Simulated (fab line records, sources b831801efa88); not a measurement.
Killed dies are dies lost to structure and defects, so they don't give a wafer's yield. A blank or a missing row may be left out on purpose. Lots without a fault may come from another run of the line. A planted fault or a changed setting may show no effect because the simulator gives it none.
A struck lot beside a sound one | flow sky130 | 43 steps out of a route of 708
Sound: wafers L926.2, L926.4, L926.5. Struck: wafers L936.4, L936.5. (L936.6 of the same lot was not struck and is left out.) The cause comes at the end.
At each step with rows: each side's tool, then ch and its chambers, then its first start. Under that, the readings that differ: sound wafers | struck wafers | difference of the means | sigmas: that difference in standard deviations of wafers without a fault.
alike: readings whose means differ by less than 2 such deviations, and words and numbers that are the same on both sides. not compared: withheld readings, readings that some wafer has no value for, bounds like >300 that may hide the same value, and numbers for which the record gives no deviation and whose values overlap.
The two part at a step that has a row with sigmas, a row that says differs or no value, or rows on one side only. Numbers that don't overlap but have no deviation are shown without sigmas and don't part them. A reading that every wafer of one side lacks parts them only if that side has two wafers or more.

first, 9 steps without rows for these wafers: SKY_CAPM_CLEAN_17 (cleans in O3/DIW); SKY_METAL3_DEHYDRATE_05 (time 60 s); SKY_METAL3_HMDS_06 (prime time 60 s); SKY_METAL3_COAT_07 (resist thk 60 nm); SKY_METAL3_COAT_08 (resist thk 1140 nm); SKY_METAL3_SOFTBAKE_09 (time 90 s); SKY_METAL3_EXPOSE_10 (exposes mask MM3, target cd 300 nm); SKY_METAL3_PEB_11; SKY_METAL3_DEVELOP_12 (develop time 60 s).
SKY_METAL3_CD_MEAS_13: target cd 300 nm.
  sound on cd_sem-01, day 39 01:08; struck on cd_sem-02, day 42 02:20
  alike: cd_nm
SKY_METAL3_OVL_MEAS_14:
  sound on overlay-02, day 39 01:14; struck on overlay-01, day 42 02:24
  alike: METAL3_OVL
SKY_METAL3_DESCUM_15: chemistry O2, time 8 s.
  sound on rie_metal-02 ch 0,1, day 39 01:16; struck on rie_metal-02 ch 0, day 42 02:26
  alike: drypump_motor_current_A, oes_product_au
  not compared: rf_hours_counter_h
SKY_METAL3_ETCH_16: etches BARC in N2/H2, stops on SiO2, time 88.2 s, target depth 60 nm.
  sound on rie_metal-02 ch 0,1, day 39 01:19; struck on rie_metal-02 ch 0, day 42 02:29
  alike: drypump_motor_current_A, oes_product_au, throttle_valve_pct
  not compared: rf_hours_counter_h
then, 2 steps without rows for these wafers: SKY_METAL3_ETCH_17 (etches SiO2 in C4F8/O2/Ar, stops on TiN, time 3.9 s, target depth 15 nm); SKY_METAL3_METAL_ETCH_18 (etches the open film in Cl2/BCl3, stops on SiO2, target depth 845 nm, time 183.1 s).
SKY_METAL3_STRIP_19: strips in O2/N2.
  sound on plasma_asher-02 ch 0,1, day 39 01:36; struck on plasma_asher-04 ch 1, day 42 02:47
  alike: drypump_motor_current_A, oes_product_au, strip_time_to_endpoint_s
  not compared: rf_hours_counter_h
then, 4 steps without rows for these wafers: SKY_METAL3_STRIP_20 (strips in post etch residue remover, time 1200 s); SKY_METAL3_CLEAN_21 (cleans in IPA, time 180 s); SKY_METAL3_CLEAN_22 (cleans in O3/DIW); SKY_VIA3_HDPCVD_00 (deposits SiO2, target thk 1635 nm, time 272.5 s).
SKY_VIA3_THK_MEAS_01:
  sound on film_metro-03, day 39 02:23; struck on film_metro-02, day 42 03:33
  alike: VIA3_HDPCVD_THK
then, 1 step without rows for these wafers: SKY_VIA3_CMP_02 (polishes SiO2).
SKY_VIA3_BOW_MEAS_03:
  sound on film_metro-03, day 39 02:46; struck on film_metro-01, day 42 03:56
  alike: VIA3_BOW
then, 8 steps without rows for these wafers: SKY_VIA3_DEHYDRATE_04 (time 60 s); SKY_VIA3_HMDS_05 (prime time 60 s); SKY_VIA3_COAT_06 (resist thk 60 nm); SKY_VIA3_COAT_07 (resist thk 450 nm); SKY_VIA3_SOFTBAKE_08 (time 90 s); SKY_VIA3_EXPOSE_09 (exposes mask VIM3, target cd 200 nm); SKY_VIA3_PEB_10; SKY_VIA3_DEVELOP_11 (develop time 60 s).
SKY_VIA3_CD_MEAS_12: target cd 200 nm.
  sound on cd_sem-02, day 40 03:50; struck on cd_sem-01, day 43 02:41
  alike: cd_nm
SKY_VIA3_OVL_MEAS_13:
  sound on overlay-02, day 40 03:56; struck on overlay-01, day 43 02:46
  alike: VIA3_OVL
then, 1 step without rows for these wafers: SKY_VIA3_ETCH_14 (etches BARC in N2/H2, stops on SiO2, time 45.9 s, target depth 60 nm).
SKY_VIA3_ETCH_15: etches SiO2 in C4F8/O2/Ar, stops on TiN, target depth 507 nm, time 78 s.
  sound on rie_diel-02 ch 1,2, day 40 04:01; struck on rie_diel-02 ch 1,3, day 43 02:49
  alike: oes_product_au
  not compared: rf_hours_counter_h
then, 4 steps without rows for these wafers: SKY_VIA3_STRIP_16 (strips in O2/N2); SKY_VIA3_STRIP_17 (strips in post etch residue remover, time 1200 s); SKY_VIA3_CLEAN_18 (cleans in IPA, time 180 s); SKY_VIA3_CLEAN_19 (cleans in O3/DIW).
SKY_VIA3_SPUTTER_20: material TiN, target thk 20 nm, time 80 s.
  sound on pvd_sputter-04, day 40 04:41; struck on pvd_sputter-04, day 43 03:36
  alike: throttle_valve_pct
SKY_VIA3_CVD_21: deposits W, target thk 390 nm, time 117.31 s.
  sound on cvd_w-01 ch 1, day 40 04:47; struck on cvd_w-01 ch 1, day 43 03:42
  alike: chamber_pressure_Torr, heater_power_w
SKY_VIA3_RS_MEAS_22: measures by four-point-probe.
  sound on film_metro-03, day 40 05:00; struck on film_metro-03, day 43 03:50
  alike: VIA3_W_RS
-- the record jumps here: 5 days lie between the struck wafers' starts before and after (it left off in module VIA3 and takes up again in module PAD_OPEN, whose first step shown is number 708 of the route) --
SKY_PAD_OPEN_PROBE_99:
  the record has rows for the struck wafers here (prober-01, day 48 13:47) and none for the sound ones

WHERE THEY PART
Only at SKY_PAD_OPEN_PROBE_99, within this record.

WHY: what the simulator had put in
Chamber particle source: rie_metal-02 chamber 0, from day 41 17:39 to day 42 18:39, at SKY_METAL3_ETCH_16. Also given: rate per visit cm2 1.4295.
